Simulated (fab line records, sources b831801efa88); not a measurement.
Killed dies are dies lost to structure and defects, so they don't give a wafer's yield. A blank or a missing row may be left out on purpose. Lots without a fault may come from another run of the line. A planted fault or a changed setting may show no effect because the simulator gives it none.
fab line records | flow sfq_line
record lots=5 wafers=23
route steps=325 shown M7@289 I7@297 M8@313
start_h: hours from the record's first day to the start of the lot's first wafer shown | wait_h: hours since the lot's step before | " the same as in the row above | L1.1+2: a row that stands for several wafers | - no value, or no start given | * or withheld: withheld | < > ~ a bound
route shown NAME@n: a module of which the file shows steps, and the number in the route of the first | usual: mean/standard deviation of fault-free wafers | same: alike in all rows | chamber/n: place in a boat | sites: the reading at each site | _std_site: their standard deviation | _edge_site: outer sites' mean less inner sites' | radius_mm: how far each site lies from the wafer's centre | mask NAME#n: copy n | behind: the tool/chamber that last shaped the wafer | hold: why the lot was held/for how many hours/how that ended | device: the transistor (n, p or np) that didn't switch | end of line: the same wafers' tests at the end of the route | a step without rows: its recipe alone | killed: dies lost to structure and defects at the first sort, not the wafer's yield | map: a wafer's dies, x killed, . not, _ none there
set.NAME: the setting as run; set.NAME@STEP: as run at that earlier step | model.NAME: the simulator's own value behind a step, which no gauge read
lots whose settings were changed on purpose; a table a step, a row a wafer
## steps
# step SFQ_TRILAYER_M7_LITHO_PEB_180
# recipe peb_temp_c=115 peb_time_s=60 resist=KrF
# columns lot.wafer tool chamber start_h wait_h set.peb_temp_c
L079.2+3 litho_track-03 0 1728.03 0.8 118.2
L079.4+5+6 " 0 " " 115
L081.3+5+6 litho_track-03 0 1731.65 0.7 115
L083.1+5 litho_track-01 0 1738.19 1.0 117
L083.2+4+6 " 0 " " 115
L084.1+2+3+4+6 litho_track-04 0 1742.99 1.0 115
L085.1+3 litho_track-04 0 1748.99 1.0 118.1
L085.2+4+5 " 0 " " 115
# step SFQ_TRILAYER_M7_LITHO_DEVELOP_179
# recipe time_s=60 resist=KrF
# step SFQ_TRILAYER_M7_BARC_OPEN_METAL_ETCH_229
# recipe mask_material=PR chemistry=O2 target_depth_nm=125 target=BARC icp_w=600 bias_w=80 pressure_mtorr=10 time_s=41.7
# columns lot.wafer tool chamber start_h wait_h set.peb_temp_c@TRILAYER_M7_LITHO_PEB_180 model.M7.cd_nm
L079.2 rie_metal-02 1 1728.34 0.0 118.2 446.4
L079.3 " 1 " " 118.2 448.2
L079.4 " 0 " " 115 500.2
L079.5 " 0 " " 115 500.7
L079.6 " 1 " " 115 498.2
L081.3 rie_metal-01 0 1731.96 0.0 115 500.9
L081.5 " 1 " " 115 500.2
L081.6 " 0 " " 115 500.3
L083.1 rie_metal-02 1 1738.52 0.0 117 465.4
L083.2 " 0 " " 115 499.6
L083.4 " 1 " " 115 499.9
L083.5 " 1 " " 117 467.1
L083.6 " 0 " " 115 502.1
L084.1 rie_metal-02 1 1743.32 0.0 115 499.6
L084.2 " 0 " " 115 499.2
L084.3 " 0 " " 115 501.1
L084.4 " 1 " " 115 500.7
L084.6 " 0 " " 115 501.7
L085.1 rie_metal-02 0 1749.32 0.0 118.1 450.2
L085.2 " 1 " " 115 498.9
L085.3 " 1 " " 118.1 449.3
L085.4 " 0 " " 115 499.1
L085.5 " 0 " " 115 499.3
# step SFQ_TRILAYER_M7_ETCH_METAL_ETCH_180
# recipe target=Nb stop_on=SiO2 mask_material=PR chemistry=Cl2/Ar target_depth_nm=240 icp_w=584.1 bias_w=80 pressure_mtorr=10 time_s=120
# usual oes_product_au=0.892/0.0076
# columns lot.wafer tool chamber start_h wait_h set.time_s@TRILAYER_M7_DEP_SPUTTER_175 oes_product_au
L079.2 rie_metal-02 1 1728.40 0.0 118.3 0.838
L079.3 " 1 " " 118.3 0.828
L079.4 " 0 " " 133.3 0.905
L079.5 " 0 " " 118.3 0.844
L079.6 " 1 " " 133.3 0.892
L081.3 rie_metal-01 0 1732.04 0.1 133.3 0.885
L081.5 " 1 " " 133.3 0.880
L081.6 " 0 " " 133.3 0.898
L083.1 rie_metal-02 1 1738.58 0.0 133.3 0.880
L083.2 " 0 " " 118.3 0.845
L083.4 " 1 " " 118.3 0.839
L083.5 " 1 " " 133.3 0.885
L083.6 " 0 " " 133.3 0.901
L084.1 rie_metal-02 1 1743.38 0.0 147.7 0.946
L084.2 " 0 " " 147.7 0.944
L084.3 " 0 " " 133.3 0.894
L084.4 " 1 " " 147.7 0.944
L084.6 " 0 " " 133.3 0.877
L085.1 rie_metal-02 0 1749.38 0.0 133.3 0.901
L085.2 " 1 " " 144.4 0.938
L085.3 " 1 " " 144.4 0.935
L085.4 " 0 " " 144.4 0.928
L085.5 " 0 " " 133.3 0.893
# step SFQ_TRILAYER_I7_CMP_CMP_184
# recipe material=SiO2 down_force_psi=3 platen_rpm=60 pad_velocity_m_s=0.94248
# usual time_to_endpoint_s=215/7.4
# columns lot.wafer tool chamber start_h wait_h set.down_force_psi time_to_endpoint_s
L079.2 cmp-01 2 1729.39 0.0 3 208
L079.3 " 3 " " 3 208
L079.4 " 1 1730.89 1.5 3 216
L079.5 " 2 " " 3 220
L079.6 " 3 " " 3 211
L081.3 cmp-02 2 1735.46 2.5 3 227
L081.6 " 1 1736.96 3.9 3 225
L081.5 " 2 " " 3 226
L083.2 cmp-01 2 1740.06 0.5 3 227
L083.4 " 3 " " 3.239 205
L083.1 " 0 " " 3.239 186
L083.6 " 1 " " 3 222
L083.5 " 2 " " 3.239 201
L084.3 cmp-02 0 1745.08 0.8 3 215
L084.4 " 1 " " 2.667 248
L084.1 " 2 " " 2.667 256
L084.2 " 3 " " 3 222
L084.6 " 0 " " 2.667 255
L085.1 cmp-01 3 1750.96 0.6 3.395 192
L085.3 " 0 " " 3.395 184
L085.4 " 1 " " 3 223
L085.2 " 2 " " 3.395 193
L085.5 " 0 1753.46 3.1 3 218
# step SFQ_TRILAYER_I7_VIA_LITHO_COAT_192
# recipe resist=BARC spin_rpm=3000 resist_thk_nm=62
# columns lot.wafer tool chamber start_h wait_h set.spin_rpm model.BARC_of_TRILAYER_I7_VIA_LITHO_COAT_192.thk_nm
L079.2 litho_track-02 0 1733.76 0.8 3000 61.94
L079.3 " 0 " " 3000 62.05
L079.4 " 0 " " 3201 60.05
L079.5 " 0 " " 3201 59.96
L079.6 " 0 " " 3000 61.92
L081.3 litho_track-02 0 1739.38 0.7 3000 61.97
L081.5 " 0 " " 3000 62.2
L081.6 " 0 " " 3000 62.18
L083.1 litho_track-02 0 1743.88 1.0 3000 61.85
L083.2 " 0 " " 3000 61.83
L083.4 " 0 " " 3000 61.99
L083.5 " 0 " " 2941 62.55
L083.6 " 0 " " 2941 62.46
L084.1 litho_track-03 0 1749.40 1.0 2931 62.61
L084.2 " 0 " " 3000 61.94
L084.3 " 0 " " 3000 61.79
L084.4 " 0 " " 2931 62.59
L084.6 " 0 " " 3000 61.98
L085.1 litho_track-03 0 1755.28 1.0 3081 60.77
L085.2 " 0 " " 3081 60.64
L085.3 " 0 " " 3000 61.44
L085.4 " 0 " " 3000 61.71
L085.5 " 0 " " 3081 60.61
# step SFQ_TRILAYER_M8_LITHO_COAT_193
# recipe resist=KrF spin_rpm=3000 resist_thk_nm=600
# columns lot.wafer tool chamber start_h wait_h set.spin_rpm model.KrF_of_TRILAYER_M8_LITHO_COAT_193.thk_nm
L079.2 litho_track-01 0 - - 3000 603
L079.3 " 0 " " 3000 600.2
L079.4 " 0 " " 3000 600.9
L079.5 " 0 " " 3000 603.3
L079.6 " 0 " " 3000 601.3
L081.3 litho_track-01 0 - - 3000 599.6
L081.5 " 0 " " 3000 598.7
L081.6 " 0 " " 3000 599.2
L083.1 litho_track-02 0 - - 3000 599.6
L083.2 " 0 " " 3151 587.2
L083.4 " 0 " " 3000 601.1
L083.5 " 0 " " 3151 586.3
L083.6 " 0 " " 3000 600.9
L084.1 litho_track-01 0 - - 2825 619.9
L084.2 " 0 " " 2825 619.1
L084.3 " 0 " " 3000 600.9
L084.4 " 0 " " 3000 601.7
L084.6 " 0 " " 3000 599.2
L085.1 litho_track-02 0 - - 3000 601.9
L085.2 " 0 " " 3000 601.8
L085.3 " 0 " " 3000 602.1
L085.4 " 0 " " 3000 602.6
L085.5 " 0 " " 3000 599.8
# step SFQ_TRILAYER_M8_DEP_EVAP_196
# recipe material=Au angular_spread_deg=1 target_thk_nm=180 time_s=900 power_w=2000
# columns lot.wafer tool chamber start_h wait_h set.time_s model.Au_of_TRILAYER_M8_DEP_EVAP_196.thk_nm
L079.2 pvd_sputter-02 - 1829.00 0.1 900 179.8
L079.3 " - " " 900 181.7
L079.4 " - " " 900 182.3
L079.5 " - " " 900 182.2
L079.6 " - " " 900 180.5
L081.3 pvd_sputter-02 - 1833.80 0.1 900 180.6
L081.5 " - " " 900 179
L081.6 " - " " 900 180.5
L083.1 pvd_sputter-02 - 1837.40 0.1 900 184
L083.2 " - " " 781.8 157.3
L083.4 " - " " 781.8 157.1
L083.5 " - " " 900 182
L083.6 " - " " 781.8 159.3
L084.1 pvd_sputter-01 - 1842.17 0.1 900 181.4
L084.2 " - " " 900 182.3
L084.3 " - " " 900 178
L084.4 " - " " 900 180.2
L084.6 " - " " 900 177.7
L085.1 pvd_sputter-02 - 1845.80 0.1 900 181.6
L085.2 " - " " 900 180.6
L085.3 " - " " 786 156.3
L085.4 " - " " 900 181.8
L085.5 " - " " 786 156.4
# step SFQ_M8_RS_MEAS_949
# recipe thk_meas_gauge=four-point-probe reads=Au_of_TRILAYER_M8_DEP_EVAP_196+Pt_of_TRILAYER_M8_DEP_EVAP_198+Ti_of_TRILAYER_M8_DEP_EVAP_197
# usual M8_AU_RS=0.1526/0.0012
# columns lot.wafer tool chamber start_h wait_h set.time_s@TRILAYER_M8_DEP_EVAP_196 M8_AU_RS[ohm/sq]
L079.2 film_metro-03 - 1829.60 0.3 900 0.1539
L079.3 " - " " 900 0.1521
L079.4 " - " " 900 0.1517
L079.5 " - " " 900 0.1521
L079.6 " - " " 900 0.1534
L081.3 film_metro-04 - 1834.42 0.3 900 0.1529
L081.5 " - " " 900 0.1543
L081.6 " - " " 900 0.1532
L083.1 film_metro-03 - 1837.98 0.3 900 0.1504
L083.2 " - " " 781.8 0.1763
L083.4 " - " " 781.8 0.1768
L083.5 " - " " 900 0.1518
L083.6 " - " " 781.8 0.1743
L084.1 film_metro-03 - 1842.69 0.3 900 0.1524
L084.2 " - " " 900 0.1516
L084.3 " - " " 900 0.1554
L084.4 " - " " 900 0.1532
L084.6 " - " " 900 0.1556
L085.1 film_metro-02 - 1846.38 0.3 900 0.1520
L085.2 " - " " 900 0.1526
L085.3 " - " " 786 0.1770
L085.4 " - " " 900 0.1516
L085.5 " - " " 786 0.1771
# step SFQ_M8_THK_MEAS_950
# recipe thk_meas_gauge=xrf reads=Au_of_TRILAYER_M8_DEP_EVAP_196
# usual M8_AU_THK=180.4/2.1
# columns lot.wafer tool chamber start_h wait_h set.time_s@TRILAYER_M8_DEP_EVAP_196 M8_AU_THK[nm]
L079.2 film_metro-03 - 1829.71 0.1 900 177.8
L079.3 " - " " 900 180.4
L079.4 " - " " 900 180.4
L079.5 " - " " 900 180.1
L079.6 " - " " 900 178.2
L081.3 film_metro-04 - 1834.52 0.1 900 182.2
L081.5 " - " " 900 180.2
L081.6 " - " " 900 182.1
L083.1 film_metro-03 - 1838.10 0.1 900 182.9
L083.2 " - " " 781.8 156.7
L083.4 " - " " 781.8 155.9
L083.5 " - " " 900 181.3
L083.6 " - " " 781.8 158.4
L084.1 film_metro-03 - 1842.81 0.1 900 180.3
L084.2 " - " " 900 181.2
L084.3 " - " " 900 176.3
L084.4 " - " " 900 178.2
L084.6 " - " " 900 176.6
L085.1 film_metro-02 - 1846.50 0.1 900 181.9
L085.2 " - " " 900 179.6
L085.3 " - " " 786 156.0
L085.4 " - " " 900 181.3
L085.5 " - " " 786 156.4
## key
split step=SFQ_TRILAYER_M7_LITHO_PEB_180 setting=peb_temp_c stated=115 by=wafer
response step=SFQ_TRILAYER_M7_BARC_OPEN_METAL_ETCH_229 reading=model.M7.cd_nm change=-18.8 per=1% r=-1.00
split step=SFQ_TRILAYER_I7_CMP_CMP_184 setting=down_force_psi stated=3 by=wafer
response step=SFQ_TRILAYER_I7_CMP_CMP_184 reading=time_to_endpoint_s change=* per=1% r=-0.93
split step=SFQ_TRILAYER_I7_VIA_LITHO_COAT_192 setting=spin_rpm stated=3000 by=wafer
response step=SFQ_TRILAYER_I7_VIA_LITHO_COAT_192 reading=model.BARC_of_TRILAYER_I7_VIA_LITHO_COAT_192.thk_nm change=-0.3 per=1% r=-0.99
split step=SFQ_TRILAYER_M8_LITHO_COAT_193 setting=spin_rpm stated=3000 by=wafer
response step=SFQ_TRILAYER_M8_LITHO_COAT_193 reading=model.KrF_of_TRILAYER_M8_LITHO_COAT_193.thk_nm change=-3.03 per=1% r=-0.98
split step=SFQ_TRILAYER_M8_DEP_EVAP_196 setting=time_s stated=900 by=wafer
response step=SFQ_TRILAYER_M8_DEP_EVAP_196 reading=model.Au_of_TRILAYER_M8_DEP_EVAP_196.thk_nm change=+1.94 per=1% r=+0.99
response step=SFQ_M8_RS_MEAS_949 reading=M8_AU_RS change=-0.00192 per=1% r=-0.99
response step=SFQ_M8_THK_MEAS_950 reading=M8_AU_THK change=+1.93 per=1% r=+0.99
split outside_this_file step=SFQ_TRILAYER_M7_DEP_SPUTTER_175 setting=time_s
# split outside_this_file: this setting was split too, and the file shows its column; the key of that split is in another file
